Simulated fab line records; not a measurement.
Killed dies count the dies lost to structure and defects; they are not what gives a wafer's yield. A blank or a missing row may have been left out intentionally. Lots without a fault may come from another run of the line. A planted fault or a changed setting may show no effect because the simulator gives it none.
fab line records | flow sky130
record: lots: 9 | wafers: 27 | last-day: 50
route steps=708 shown VIA2@531 METAL3@563 VIA3@587 METAL4@600 PAD_OPEN@708
lots that met no fault: from a run of the same line without faults
start-h: the number of hours between the record's first day and the start of the first shown wafer of the lot | wait-h: hours elapsed since this lot's preceding step | " the same as in the row above | L1.1+2: several wafers, shown together as one row | - value missing, or start not given | * or withheld: withheld | < > ~ a bound
route shown NAME@n: NAME is a module with steps in the file, n the number in the route of the first one | usual: mean/standard deviation taken from wafers without a fault | same: alike in all rows | chamber/n: place in a boat | sites: per-site readings | _std_site: their standard deviation | _edge_site: the outer-site mean with the inner-site mean subtracted | radius-mm: how far each site lies from the wafer's centre | mask NAME#n: copy n | behind: tool/chamber where the wafer was last shaped | hold: what put the lot on hold/how long, in hours/how the hold closed | device: transistor that didn't switch, given as n, p or np | end of line: tests of these same wafers at the route's end | a step without rows: its recipe alone | killed: not the wafer's yield, but the dies lost to structure and defects at the first sort | map: a wafer's dies, marking killed ones x, the rest . and places with no die _
set.NAME: the setting that was run; set.NAME@STEP: the one run at that earlier step | model.NAME: the simulator's own value behind a step, which no gauge read
a sample of lots followed through the steps of the route, with each step as a table and each wafer as a row
services: when a tool's chamber went out of use (start-h, in hours from the record's first day, below 0 if earlier), for how many hours, and the reason
== steps ==
step: SKY_VIA2_CMP_24
recipe: stop-on: SiO2 | t-overpolish-s: 20 | down-force-psi: 3.5 | platen-rpm: 60 | target-thk-nm: 0 | pad-velocity-m-s: 0.94248
usual: motor-current-A: 11.0/0.98 | overpolish-run-s: 20.000/0.0081 | time-to-endpoint-s: 101/3.4
lot.wafer | tool   | chamber | start-h | wait-h | motor-current-A | overpolish-run-s | time-to-endpoint-s
L527.3    | cmp-01 | 2       | 846.03  | 0.0    | 11.9            | 19.989           | 101
L527.2    | "      | 3       | "       | "      | 11.3            | 20.016           | 102
L527.4    | "      | 1       | "       | "      | 11.3            | 19.988           | 107
L529.4    | cmp-01 | 2       | 885.48  | 0.1    | 11.2            | 19.993           | 101
L529.1    | "      | 1       | "       | "      | 11.2            | 20.002           | 102
L529.5    | "      | 3       | "       | "      | 11.2            | 19.989           | 100
L532.4    | cmp-01 | 2       | 897.23  | 0.0    | 11.8            | 19.991           | 104
L532.1    | "      | 0       | "       | "      | 9.4             | 20.007           | 103
L532.3    | "      | 1       | "       | "      | 11.3            | 20.007           | 106
L533.2    | cmp-01 | 2       | 913.97  | 0.2    | 11.8            | 19.999           | 100
L533.5    | "      | 3       | "       | "      | 11.2            | 20.009           | 97
L533.6    | "      | 0       | "       | "      | 9.6             | 19.996           | 98
L539.3    | cmp-01 | 1       | 982.73  | 0.1    | 11.5            | 20.006           | 106
L539.2    | "      | 3       | "       | "      | 11.1            | 20.004           | 103
L539.6    | "      | 1       | "       | "      | 10.9            | 20.011           | 107
L544.2    | cmp-02 | 1       | 990.16  | 0.1    | 9.6             | 20.002           | 99
L544.3    | "      | 3       | "       | "      | 12.1            | 20.009           | 101
L544.5    | "      | 1       | "       | "      | 9.8             | 20.009           | 101
L547.3    | cmp-02 | 0       | 1022.92 | 0.0    | 11.5            | 19.996           | 100
L547.2    | "      | 3       | "       | "      | 12.1            | 20.013           | 103
L547.6    | "      | 0       | "       | "      | 11.8            | 20.003           | 101
L548.1    | cmp-02 | 0       | 1025.57 | 0.2    | 11.0            | 20.010           | 103
L548.6    | "      | 1       | "       | "      | 9.9             | 20.001           | 101
L548.5    | "      | 2       | "       | "      | 12.0            | 19.988           | 105
L549.4    | cmp-01 | 2       | 1030.14 | 0.1    | 11.6            | 19.999           | 107
L549.1    | "      | 0       | "       | "      | 9.4             | 20.008           | 104
L549.6    | "      | 1       | "       | "      | 11.7            | 20.007           | 104
step: SKY_METAL3_CD_MEAS_13
recipe: target-cd-nm: 300
usual: cd-nm: 299.8/1.5
lot.wafer | tool      | chamber | start-h | wait-h | cd-nm
L527.2    | cd-sem-02 | -       | 896.38  | -      | 300.8
L527.3    | "         | -       | "       | "      | 300.3
L527.4    | "         | -       | "       | "      | 299.7
L529.1    | cd-sem-02 | -       | 937.46  | -      | 297.9
L529.4    | "         | -       | "       | "      | 299.6
L529.5    | "         | -       | "       | "      | 299.2
L532.1    | cd-sem-01 | -       | 949.00  | -      | 300.0
L532.3    | "         | -       | "       | "      | 301.2
L532.4    | "         | -       | "       | "      | 301.1
L533.2    | cd-sem-02 | -       | 964.58  | -      | 299.6
L533.5    | "         | -       | "       | "      | 301.1
L533.6    | "         | -       | "       | "      | 299.8
L539.2    | cd-sem-01 | -       | 1031.48 | -      | 299.9
L539.3    | "         | -       | "       | "      | 298.3
L539.6    | "         | -       | "       | "      | 299.1
L544.2    | cd-sem-01 | -       | 1037.08 | -      | 301.6
L544.3    | "         | -       | "       | "      | 302.4
L544.5    | "         | -       | "       | "      | 302.5
L547.2    | cd-sem-02 | -       | 1068.12 | -      | 302.1
L547.3    | "         | -       | "       | "      | 301.7
L547.6    | "         | -       | "       | "      | 302.0
L548.1    | cd-sem-01 | -       | 1071.21 | -      | 301.6
L548.5    | "         | -       | "       | "      | 302.2
L548.6    | "         | -       | "       | "      | 302.4
L549.1    | cd-sem-01 | -       | 1074.56 | -      | 298.6
L549.4    | "         | -       | "       | "      | 299.2
L549.6    | "         | -       | "       | "      | 299.4
step: SKY_VIA3_ETCH_14
recipe: chemistry: N2/H2 | target: BARC | ion-energy-ev: 200 | source-w: 500 | bias-w: 100 | pressure-mtorr: 30 | n2-flow-sccm: 100 | h2-flow-sccm: 200 | stop-on: SiO2 | time-s: 45.9 | target-depth-a: 600
usual: chamber-pressure-mTorr: 29.996/0.029 | drypump-motor-current-A: 5.8/0.47 | oes-product-au: 0.855/0.0047 | throttle-valve-pct: 13.225/0.0091
same: time-s: 45.9
lot.wafer | tool        | chamber | start-h | wait-h | chamber-pressure-mTorr | drypump-motor-current-A | oes-product-au | rf-hours-counter-h | throttle-valve-pct
L527.2    | rie-diel-04 | 3       | 924.41  | 0.0    | 30.022                 | 6.5                     | 0.853          | 14                 | 13.239
L527.3    | "           | 1       | "       | "      | 30.040                 | 5.5                     | 0.854          | 15                 | 13.233
L527.4    | "           | 0       | "       | "      | 29.937                 | 6.0                     | 0.857          | 11                 | 13.219
L529.1    | rie-diel-04 | 1       | 963.53  | 0.0    | 29.998                 | 5.5                     | 0.867          | 16                 | 13.243
L529.4    | "           | 0       | "       | "      | 30.014                 | 6.0                     | 0.863          | -                  | 13.248
L529.5    | "           | 3       | "       | "      | 29.996                 | 6.5                     | 0.856          | -                  | 13.222
L532.1    | rie-diel-01 | 1       | 974.78  | 0.0    | 30.005                 | 4.9                     | 0.857          | 21                 | 13.217
L532.3    | "           | 0       | "       | "      | 29.954                 | 5.4                     | 0.855          | 5                  | 13.223
L532.4    | "           | 2       | "       | "      | 30.006                 | 6.2                     | 0.861          | 12                 | 13.238
L533.2    | rie-diel-04 | 3       | 990.52  | 0.0    | 30.010                 | 6.5                     | 0.857          | 15                 | 13.236
L533.5    | "           | 1       | "       | "      | 29.982                 | 5.5                     | 0.851          | -                  | 13.225
L533.6    | "           | 2       | "       | "      | 30.011                 | 5.8                     | 0.844          | -                  | 13.236
L539.2    | rie-diel-01 | 3       | 1054.56 | 0.0    | 30.001                 | 6.4                     | 0.850          | 16                 | 13.218
L539.3    | "           | 1       | "       | "      | 29.921                 | 4.9                     | 0.856          | 24                 | 13.221
L539.6    | "           | 3       | "       | "      | 29.971                 | 6.4                     | 0.809          | -                  | 13.229
L544.2    | rie-diel-02 | 0       | 1061.72 | 0.0    | 30.043                 | 5.1                     | 0.859          | 16                 | 13.230
L544.3    | "           | 3       | "       | "      | 29.983                 | 5.9                     | 0.861          | 18                 | 13.230
L544.5    | "           | 2       | "       | "      | 30.006                 | 5.6                     | 0.860          | -                  | 13.217
L547.2    | rie-diel-02 | 3       | 1090.46 | 0.0    | 29.944                 | 5.9                     | 0.855          | 19                 | 13.212
L547.3    | "           | 0       | "       | "      | 29.979                 | 5.1                     | 0.856          | 18                 | 13.197
L547.6    | "           | 1       | "       | "      | 29.935                 | 6.2                     | 0.854          | -                  | 13.227
L548.1    | rie-diel-02 | 0       | 1092.86 | 0.0    | 29.957                 | 5.1                     | 0.854          | 18                 | 13.225
L548.5    | "           | 2       | "       | "      | 30.005                 | 5.6                     | 0.849          | -                  | 13.226
L548.6    | "           | 3       | "       | "      | 29.985                 | 5.9                     | 0.861          | -                  | 13.232
L549.1    | rie-diel-04 | 3       | 1096.98 | 0.0    | 30.064                 | 6.4                     | 0.857          | 19                 | 13.220
L549.4    | "           | 1       | "       | "      | 29.987                 | 5.5                     | 0.854          | 20                 | 13.220
L549.6    | "           | 0       | "       | "      | 29.996                 | 6.0                     | 0.861          | -                  | 13.225
step: SKY_VIA3_ETCH_15
recipe: target: SiO2 | chemistry: C4F8/O2/Ar | target-depth-nm: 507 | stop-on: TiN | mask-material: KrF-thick | source-w: 1500 | bias-w: 1200 | pressure-mtorr: 40 | c4f8-flow-sccm: withheld | O2_flow_sccm: 6 | Ar_flow_sccm: 300 | time-s: 78
usual: chamber-pressure-mTorr: 40.00/0.033 | oes-product-au: 0.946/0.005
same: time-s: 78
lot.wafer | tool        | chamber | start-h | wait-h | chamber-pressure-mTorr | oes-product-au | rf-hours-counter-h
L527.2    | rie-diel-04 | 3       | 924.45  | 0.0    | 40.07                  | 0.947          | 14
L527.3    | "           | 1       | "       | "      | 39.95                  | 0.956          | 15
L527.4    | "           | 0       | "       | "      | 39.98                  | 0.943          | 11
L529.1    | rie-diel-04 | 1       | 963.57  | 0.0    | 39.93                  | 0.939          | 16
L529.4    | "           | 0       | "       | "      | 40.00                  | 0.947          | -
L529.5    | "           | 3       | "       | "      | 39.97                  | 0.934          | -
L532.1    | rie-diel-01 | 1       | 974.82  | 0.0    | 39.98                  | 0.945          | 21
L532.3    | "           | 0       | "       | "      | 40.01                  | 0.953          | 5
L532.4    | "           | 2       | "       | "      | 39.97                  | 0.944          | 12
L533.2    | rie-diel-04 | 3       | 990.56  | 0.0    | 39.96                  | 0.954          | 15
L533.5    | "           | 1       | "       | "      | 40.00                  | 0.942          | -
L533.6    | "           | 2       | "       | "      | 39.97                  | 0.949          | -
L539.2    | rie-diel-01 | 3       | 1054.60 | 0.0    | 39.98                  | 0.943          | 16
L539.3    | "           | 1       | "       | "      | 39.97                  | 0.938          | 24
L539.6    | "           | 3       | "       | "      | 40.00                  | 0.862          | -
L544.2    | rie-diel-02 | 0       | 1061.76 | 0.0    | 40.00                  | 0.943          | 16
L544.3    | "           | 3       | "       | "      | 39.97                  | 0.947          | 18
L544.5    | "           | 2       | "       | "      | 39.96                  | 0.936          | -
L547.2    | rie-diel-02 | 3       | 1090.50 | 0.0    | 39.94                  | 0.936          | 19
L547.3    | "           | 0       | "       | "      | 39.95                  | 0.941          | 18
L547.6    | "           | 1       | "       | "      | 40.05                  | 0.945          | -
L548.1    | rie-diel-02 | 0       | 1092.90 | 0.0    | 40.01                  | 0.940          | 18
L548.5    | "           | 2       | "       | "      | 39.97                  | 0.961          | -
L548.6    | "           | 3       | "       | "      | 40.01                  | 0.951          | -
L549.1    | rie-diel-04 | 3       | 1097.02 | 0.0    | 40.00                  | 0.940          | 19
L549.4    | "           | 1       | "       | "      | 39.99                  | 0.944          | 20
L549.6    | "           | 0       | "       | "      | 40.01                  | 0.943          | -
step: SKY_VIA3_STRIP_16
recipe: chemistry: O2/N2 | power-w: 1400 | pressure-mtorr: 1500 | platen-temp-c: withheld | o2-flow-sccm: 3000 | n2-flow-sccm: 300 | overash-fraction: 0.5
usual: chamber-pressure-mTorr: 1500.1/1.4 | drypump-motor-current-A: 5.8/0.48 | oes-product-au: 0.402/0.0045 | strip-time-to-endpoint-s: 4.128/0.017
lot.wafer | tool            | chamber | start-h | wait-h | chamber-pressure-mTorr | drypump-motor-current-A | oes-product-au | rf-hours-counter-h | strip-time-to-endpoint-s
L527.2    | plasma-asher-01 | 0       | 924.51  | 0.0    | 1499.6                 | 5.4                     | 0.403          | 19                 | 4.125
L527.3    | "               | 1       | "       | "      | 1499.1                 | 5.9                     | 0.404          | -                  | 4.131
L527.4    | "               | 0       | "       | "      | 1500.6                 | 5.4                     | 0.398          | -                  | 4.117
L529.1    | plasma-asher-02 | 1       | 963.63  | 0.0    | 1501.0                 | 6.3                     | 0.411          | 114                | 4.171
L529.4    | "               | 1       | "       | "      | 1500.2                 | 6.3                     | 0.402          | -                  | 4.166
L529.5    | "               | 0       | "       | "      | 1499.7                 | 6.4                     | 0.406          | -                  | 4.162
L532.1    | plasma-asher-04 | 1       | 974.88  | 0.0    | 1499.7                 | 5.1                     | 0.400          | 53                 | 4.145
L532.3    | "               | 1       | "       | "      | 1502.0                 | 5.1                     | 0.399          | -                  | 4.149
L532.4    | "               | 0       | "       | "      | 1500.6                 | 6.3                     | 0.401          | -                  | 4.140
L533.2    | plasma-asher-04 | 0       | 990.62  | 0.0    | 1500.3                 | 6.3                     | 0.397          | 54                 | 4.131
L533.5    | "               | 1       | "       | "      | 1499.8                 | 5.1                     | 0.404          | -                  | 4.143
L533.6    | "               | 0       | "       | "      | 1500.4                 | 6.3                     | 0.409          | -                  | 4.120
L539.2    | plasma-asher-01 | 0       | 1054.66 | 0.0    | 1498.8                 | 5.4                     | 0.405          | 31                 | 4.119
L539.3    | "               | 0       | "       | "      | 1496.9                 | 5.4                     | 0.405          | -                  | 4.110
L539.6    | "               | 1       | "       | "      | 1500.8                 | 5.9                     | 0.402          | -                  | 4.238
L544.2    | plasma-asher-01 | 0       | 1061.82 | 0.0    | 1501.8                 | 5.4                     | 0.409          | 32                 | 4.158
L544.3    | "               | 1       | "       | "      | 1499.7                 | 5.9                     | 0.398          | -                  | 4.097
L544.5    | "               | 0       | "       | "      | 1497.6                 | 5.4                     | 0.397          | -                  | 4.117
L547.2    | plasma-asher-04 | 1       | 1090.56 | 0.0    | 1499.9                 | 5.0                     | 0.409          | 65                 | 4.116
L547.3    | "               | 1       | "       | "      | 1500.2                 | 5.0                     | 0.404          | -                  | 4.136
L547.6    | "               | 1       | "       | "      | 1499.7                 | 5.0                     | 0.398          | -                  | 4.121
L548.1    | plasma-asher-01 | 1       | 1092.96 | 0.0    | 1499.9                 | 5.9                     | 0.401          | 35                 | 4.132
L548.5    | "               | 0       | "       | "      | 1500.5                 | 5.4                     | 0.397          | -                  | 4.106
L548.6    | "               | 1       | "       | "      | 1502.3                 | 5.8                     | 0.398          | -                  | 4.115
L549.1    | plasma-asher-01 | 0       | 1097.08 | 0.0    | 1497.9                 | 5.4                     | 0.406          | 35                 | 4.129
L549.4    | "               | 0       | "       | "      | 1500.3                 | 5.4                     | 0.404          | -                  | 4.133
L549.6    | "               | 0       | "       | "      | 1501.0                 | 5.4                     | 0.407          | -                  | 4.137
step: SKY_METAL4_SPUTTER_02
recipe: material: AlCu | target-thk-nm: 735 | power-w: 10600 | time-s: 39.1 | chamber-pressure-pa: 0.4
usual: cathode-dc-power-W: 10600/1.9 | throttle-valve-pct: 30.0/1.1
same: time-s: 39.1
lot.wafer | tool           | chamber | start-h | wait-h | cathode-dc-power-W | throttle-valve-pct
L527.2    | pvd-sputter-01 | -       | 925.85  | 0.0    | 10599              | 30.2
L527.3    | "              | -       | "       | "      | 10599              | 32.8
L527.4    | "              | -       | "       | "      | 10598              | 28.8
L529.1    | pvd-sputter-01 | -       | 964.97  | 0.0    | 10599              | 30.1
L529.4    | "              | -       | "       | "      | 10602              | 28.7
L529.5    | "              | -       | "       | "      | 10597              | 30.2
L532.1    | pvd-sputter-03 | -       | 976.18  | 0.0    | 10604              | 31.0
L532.3    | "              | -       | "       | "      | 10605              | 29.7
L532.4    | "              | -       | "       | "      | 10599              | 29.4
L533.2    | pvd-sputter-03 | -       | 991.98  | 0.0    | 10601              | 29.3
L533.5    | "              | -       | "       | "      | 10602              | 31.0
L533.6    | "              | -       | "       | "      | 10596              | 29.7
L539.2    | pvd-sputter-03 | -       | 1055.97 | 0.0    | 10599              | 30.7
L539.3    | "              | -       | "       | "      | 10600              | 29.5
L539.6    | "              | -       | "       | "      | 10602              | 30.9
L544.2    | pvd-sputter-02 | -       | 1063.25 | 0.0    | 10602              | 31.4
L544.3    | "              | -       | "       | "      | 10601              | 30.1
L544.5    | "              | -       | "       | "      | 10601              | 28.4
L547.2    | pvd-sputter-01 | -       | 1091.90 | 0.0    | 10601              | 29.6
L547.3    | "              | -       | "       | "      | 10600              | 28.9
L547.6    | "              | -       | "       | "      | 10598              | 32.9
L548.1    | pvd-sputter-02 | -       | 1094.27 | 0.0    | 10602              | 31.7
L548.5    | "              | -       | "       | "      | 10601              | 30.4
L548.6    | "              | -       | "       | "      | 10601              | 29.3
L549.1    | pvd-sputter-02 | -       | 1098.41 | 0.0    | 10600              | 28.3
L549.4    | "              | -       | "       | "      | 10600              | 29.6
L549.6    | "              | -       | "       | "      | 10602              | 31.5
step: SKY_PAD_OPEN_PROBE_99
usual: defect-limited-yield: 82.5/1.8 | killed_at_M0_to_M3: 43/6.6 | killed_at_M4_up: 3.2/1.8 | killed-at-contacts: 24/5 | killed-at-front-end: 15/4.5 | killed-at-other: 0.2/0.46 | killed-dies: 86/8.8 | killed-open: 48/6.6 | killed-short: 38/6.1 | sort_bin_3_pad_short: 0.8/0.42 | sort_bin_5_function: 10.4/1.4 | sort_bin_6_memory: 6.3/1 | sort-n-pass: 406/8.8 | sort-yield-pct: 82.5/1.8
same: gross-dies: 492 | killed-at-back-side: 0 | sort_bin_4_leakage[%]: 0 | sort_bin_8_speed[%]: 0
lot.wafer | tool      | chamber | start-h | wait-h | hold                     | defect-limited-yield[%] | killed_at_M0_to_M3 | killed_at_M4_up | killed-at-contacts | killed-at-front-end | killed-at-other | killed-dies | killed-open | killed-short | sort_bin_3_pad_short[%] | sort_bin_5_function[%] | sort_bin_6_memory[%] | sort-n-pass | sort-yield-pct[%]
L532.1    | prober-02 | -       | 1113.93 | 0.1    | -                        | 83.5                    | 33                 | 4               | 28                 | 15                  | 1               | 81          | 45          | 36           | 0.6                     | 10.4                   | 5.5                  | 411         | 83.5
L532.3    | prober-02 | -       | 1114.03 | 0.2    | -                        | 81.1                    | 60                 | 2               | 22                 | 8                   | 1               | 93          | 51          | 42           | 0.2                     | 12.6                   | 6.1                  | 399         | 81.1
L532.4    | prober-02 | -       | 1114.08 | 0.2    | -                        | 81.7                    | 43                 | 5               | 28                 | 14                  | 0               | 90          | 40          | 50           | 0.8                     | 10.0                   | 7.5                  | 402         | 81.7
L539.2    | prober-01 | -       | 1178.53 | 0.1    | await-dispo/3.7h/release | 81.9                    | 53                 | 4               | 17                 | 14                  | 1               | 89          | 42          | 47           | 1.0                     | 10.2                   | 6.9                  | 403         | 81.9
L539.3    | prober-01 | -       | 1178.58 | 0.2    | await-dispo/3.7h/release | 80.3                    | 45                 | 5               | 31                 | 16                  | 0               | 97          | 62          | 35           | 1.0                     | 10.4                   | 8.3                  | 395         | 80.3
L539.6    | prober-01 | -       | 1178.73 | 0.2    | await-dispo/3.7h/release | 67.9                    | 110                | 3               | 30                 | 14                  | 1               | 158         | 56          | 40           | 1.2                     | 23.0                   | 7.9                  | 334         | 67.9
L544.2    | prober-01 | -       | 1185.86 | 0.1    | -                        | 85.4                    | 35                 | 4               | 24                 | 9                   | 0               | 72          | 41          | 31           | 0.4                     | 7.3                    | 6.9                  | 420         | 85.4
L544.3    | prober-01 | -       | 1185.91 | 0.2    | -                        | 83.7                    | 43                 | 4               | 20                 | 13                  | 0               | 80          | 46          | 34           | 0.8                     | 10.4                   | 5.1                  | 412         | 83.7
L544.5    | prober-01 | -       | 1186.01 | 0.2    | -                        | 81.5                    | 48                 | 2               | 24                 | 15                  | 2               | 91          | 48          | 43           | 0.2                     | 11.2                   | 7.1                  | 401         | 81.5
L547.2    | prober-02 | -       | 1207.77 | 0.1    | -                        | 80.3                    | 48                 | 4               | 30                 | 15                  | 0               | 97          | 53          | 44           | 0.4                     | 13.0                   | 6.3                  | 395         | 80.3
L547.3    | prober-02 | -       | 1207.82 | 0.2    | -                        | 80.9                    | 48                 | 6               | 28                 | 12                  | 0               | 94          | 50          | 44           | 0.6                     | 13.4                   | 5.1                  | 398         | 80.9
L547.6    | prober-02 | -       | 1207.97 | 0.2    | -                        | 83.3                    | 42                 | 5               | 18                 | 17                  | 0               | 82          | 50          | 32           | 1.0                     | 11.2                   | 4.5                  | 410         | 83.3
L548.1    | prober-01 | -       | 1208.83 | 0.1    | -                        | 83.3                    | 27                 | 5               | 34                 | 16                  | 0               | 82          | 39          | 43           | 0.6                     | 10.4                   | 5.7                  | 410         | 83.3
L548.5    | prober-01 | -       | 1209.03 | 0.2    | -                        | 85.8                    | 38                 | 2               | 17                 | 13                  | 0               | 70          | 39          | 31           | 0.8                     | 8.5                    | 4.9                  | 422         | 85.8
L548.6    | prober-01 | -       | 1209.08 | 0.2    | -                        | 81.5                    | 46                 | 9               | 22                 | 14                  | 0               | 91          | 46          | 45           | 1.0                     | 12.0                   | 5.5                  | 401         | 81.5
L549.1    | prober-01 | -       | 1211.13 | 0.1    | -                        | 85.4                    | 37                 | 2               | 22                 | 11                  | 0               | 72          | 34          | 38           | 1.0                     | 8.1                    | 5.5                  | 420         | 85.4
L549.4    | prober-01 | -       | 1211.28 | 0.2    | -                        | 83.5                    | 39                 | 4               | 22                 | 16                  | 0               | 81          | 43          | 38           | 1.0                     | 9.1                    | 6.3                  | 411         | 83.5
L549.6    | prober-01 | -       | 1211.38 | 0.2    | -                        | 81.9                    | 53                 | 3               | 21                 | 12                  | 0               | 89          | 44          | 45           | 1.4                     | 11.6                   | 5.1                  | 403         | 81.9
killed by level:class
L532.1 CONTACT:geometric-particle:open=12 LI_CONTACT:geometric-particle:open=8 VIA1:geometric-particle:open=7 VIA1:geometric-particle:short=6 METAL2:geometric-particle:short=5 FIELD_ISO:geometric-particle:short=4 CONTACT:geometric-particle:short=4 VIA2:geometric-particle:open=4
L532.3 VIA1:geometric-particle:open=19 CONTACT:geometric-particle:open=12 VIA1:geometric-particle:short=9 VIA3:geometric-particle:open=7 VIA2:geometric-particle:open=6 METAL1:geometric-particle:short=5 METAL2:geometric-particle:short=5 VIA2:geometric-particle:short=4
L532.4 VIA1:geometric-particle:open=11 CONTACT:geometric-particle:open=9 METAL1:geometric-particle:short=9 LI_CONTACT:geometric-particle:open=7 POLY_GATE:geometric-particle:short=6 LOCAL_INTERCONNECT:geometric-particle:short=6 FIELD_ISO:geometric-particle:open=5 CONTACT:geometric-particle:short=5
L539.2 VIA1:geometric-particle:open=9 METAL2:geometric-particle:short=8 VIA3:geometric-particle:open=8 VIA1:geometric-particle:short=7 CONTACT:geometric-particle:open=6 CONTACT:geometric-particle:short=6 VIA2:geometric-particle:open=5 FIELD_ISO:geometric-particle:short=4
L539.3 CONTACT:geometric-particle:open=13 VIA1:geometric-particle:open=12 LI_CONTACT:geometric-particle:open=9 METAL2:geometric-particle:short=6 VIA2:geometric-particle:open=6 FIELD_ISO:geometric-particle:short=5 VIA3:geometric-particle:open=5 CONTACT:geometric-particle:short=4
L539.6 VIA3:area-etch=62 CONTACT:geometric-particle:open=12 LI_CONTACT:geometric-particle:open=11 METAL2:geometric-particle:short=9 VIA1:geometric-particle:open=9 VIA2:geometric-particle:open=8 METAL1:geometric-particle:short=5 VIA2:geometric-particle:short=5
L544.2 VIA1:geometric-particle:open=11 CONTACT:geometric-particle:open=9 CONTACT:geometric-particle:short=6 VIA2:geometric-particle:open=5 LOCAL_INTERCONNECT:geometric-particle:short=5 FIELD_ISO:geometric-particle:short=3 LI_CONTACT:geometric-particle:open=3 METAL1:geometric-particle:short=3
L544.3 VIA1:geometric-particle:open=11 CONTACT:geometric-particle:open=10 VIA1:geometric-particle:short=6 LI_CONTACT:geometric-particle:open=5 CONTACT:geometric-particle:short=5 VIA3:geometric-particle:open=5 FIELD_ISO:geometric-particle:open=4 POLY_GATE:geometric-particle:short=4
L544.5 VIA1:geometric-particle:open=10 CONTACT:geometric-particle:open=9 VIA2:geometric-particle:open=8 VIA1:geometric-particle:short=6 METAL2:geometric-particle:short=5 LI_CONTACT:geometric-particle:open=5 FIELD_ISO:geometric-particle:short=4 LOCAL_INTERCONNECT:geometric-particle:short=4
L547.2 VIA3:geometric-particle:open=10 VIA1:geometric-particle:open=10 LOCAL_INTERCONNECT:geometric-particle:short=8 LI_CONTACT:geometric-particle:open=8 METAL2:geometric-particle:short=6 CONTACT:geometric-particle:short=6 VIA2:geometric-particle:open=6 CONTACT:geometric-particle:open=5
L547.3 VIA3:geometric-particle:open=9 VIA1:geometric-particle:open=9 VIA2:geometric-particle:open=9 LI_CONTACT:geometric-particle:open=8 CONTACT:geometric-particle:open=8 METAL4:geometric-particle:short=6 FIELD_ISO:geometric-particle:short=5 LOCAL_INTERCONNECT:geometric-particle:short=5
L547.6 VIA1:geometric-particle:open=12 FIELD_ISO:geometric-particle:open=9 VIA2:geometric-particle:open=7 CONTACT:geometric-particle:open=6 VIA3:geometric-particle:open=6 LI_CONTACT:geometric-particle:open=5 METAL4:geometric-particle:short=5 POLY_GATE:geometric-particle:short=4
L548.1 CONTACT:geometric-particle:open=12 LOCAL_INTERCONNECT:geometric-particle:short=7 VIA1:geometric-particle:open=6 VIA1:geometric-particle:short=6 LI_CONTACT:geometric-particle:open=6 CONTACT:geometric-particle:short=6 FIELD_ISO:geometric-particle:open=5 METAL4:geometric-particle:short=5
L548.5 VIA1:geometric-particle:open=7 VIA2:geometric-particle:open=7 CONTACT:geometric-particle:open=6 METAL1:geometric-particle:short=5 VIA3:geometric-particle:open=5 FIELD_ISO:geometric-particle:open=4 LI_CONTACT:geometric-particle:open=4 CONTACT:geometric-particle:short=4
L548.6 VIA1:geometric-particle:open=12 CONTACT:geometric-particle:open=11 VIA3:geometric-particle:open=10 METAL1:geometric-particle:short=9 METAL4:geometric-particle:short=7 POLY_GATE:geometric-particle:short=6 CONTACT:geometric-particle:short=5 VIA3:geometric-particle:short=5
L549.1 VIA1:geometric-particle:open=8 CONTACT:geometric-particle:open=7 METAL2:geometric-particle:short=6 VIA2:geometric-particle:open=6 LI_CONTACT:geometric-particle:open=5 POLY_GATE:geometric-particle:short=5 CONTACT:geometric-particle:short=5 METAL1:geometric-particle:short=5
L549.4 VIA1:geometric-particle:open=11 CONTACT:geometric-particle:open=10 VIA3:geometric-particle:open=6 METAL2:geometric-particle:short=5 VIA2:geometric-particle:open=5 LI_CONTACT:geometric-particle:short=4 LI_CONTACT:geometric-particle:open=4 METAL4:geometric-particle:short=4
L549.6 METAL2:geometric-particle:short=11 VIA3:geometric-particle:open=7 VIA2:geometric-particle:open=7 VIA3:geometric-particle:short=6 FIELD_ISO:geometric-particle:open=5 LI_CONTACT:geometric-particle:short=5 CONTACT:geometric-particle:open=5 METAL2:geometric-particle:open=5
== services ==
tool            | chamber | start-h | hours | kind
pvd-sputter-01  | -       | 828.97  | 0.7   | repair
plasma-asher-04 | -       | 835.60  | 14.6  | pm
rie-diel-01     | -       | 843.42  | 14.6  | pm
plasma-asher-01 | -       | 874.03  | 6.4   | pm
cmp-02          | -       | 893.04  | 1.4   | repair
cmp-02          | -       | 902.98  | 0.9   | repair
cmp-02          | -       | 912.00  | 4.0   | pm
cmp-02          | -       | 916.54  | 2.3   | repair
plasma-asher-04 | -       | 916.72  | 0.7   | repair
rie-diel-04     | -       | 924.58  | 14.6  | pm
rie-diel-04     | 1       | 942.26  | 2.4   | repair
rie-diel-01     | 0       | 943.99  | 6.9   | repair
cmp-01          | -       | 957.95  | 0.8   | repair
rie-diel-04     | 2       | 960.06  | 7.6   | repair
rie-diel-01     | -       | 971.53  | 2.8   | pm
cmp-01          | -       | 1007.05 | 5.3   | pm
rie-diel-02     | -       | 1016.33 | 2.8   | pm
plasma-asher-01 | -       | 1022.95 | 4.7   | repair
rie-diel-01     | 3       | 1032.83 | 9.1   | repair
rie-diel-01     | -       | 1034.31 | 6.4   | repair
plasma-asher-01 | -       | 1047.35 | 2.8   | pm
rie-diel-02     | 3       | 1081.34 | 4.4   | repair
cmp-01          | -       | 1084.31 | 4.0   | pm
cmp-01          | -       | 1096.70 | 1.3   | repair
== key ==
first-sign: step: SKY_VIA3_ETCH_14 | reading: oes-product-au | direction: down | sigmas: 9.7 | usual: 0.855 | struck: 0.809
effect: step: SKY_VIA3_ETCH_15 | reading: oes-product-au | direction: down | sigmas: 17 | usual: 0.946 | struck: 0.862
effect: step: SKY_VIA3_STRIP_16 | reading: strip-time-to-endpoint-s | direction: up | sigmas: 6.4 | usual: * | struck: *
effect: step: SKY_PAD_OPEN_PROBE_99 | reading: killed_at_M0_to_M3 | direction: up | sigmas: 10 | usual: 43 | struck: 110
more-kills-born-at: SKY_VIA3_ETCH_14@rie-diel-01: 62
met-at SKY_VIA3_ETCH_14
struck-lots L539
struck-wafers L539.6
not-acting-at SKY_VIA2_CMP_24,SKY_METAL3_CD_MEAS_13,SKY_METAL4_SPUTTER_02
onset-between 974.78 1054.56
fault: kind: process-parameter-drift | tool: rie-diel-01 | chamber: - | onset-h: 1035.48 | steps: SKY_VIA3_ETCH_14 | channel: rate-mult | offset: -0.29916 | shape: step | end-h: 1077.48 | scope: struck-wafers-only
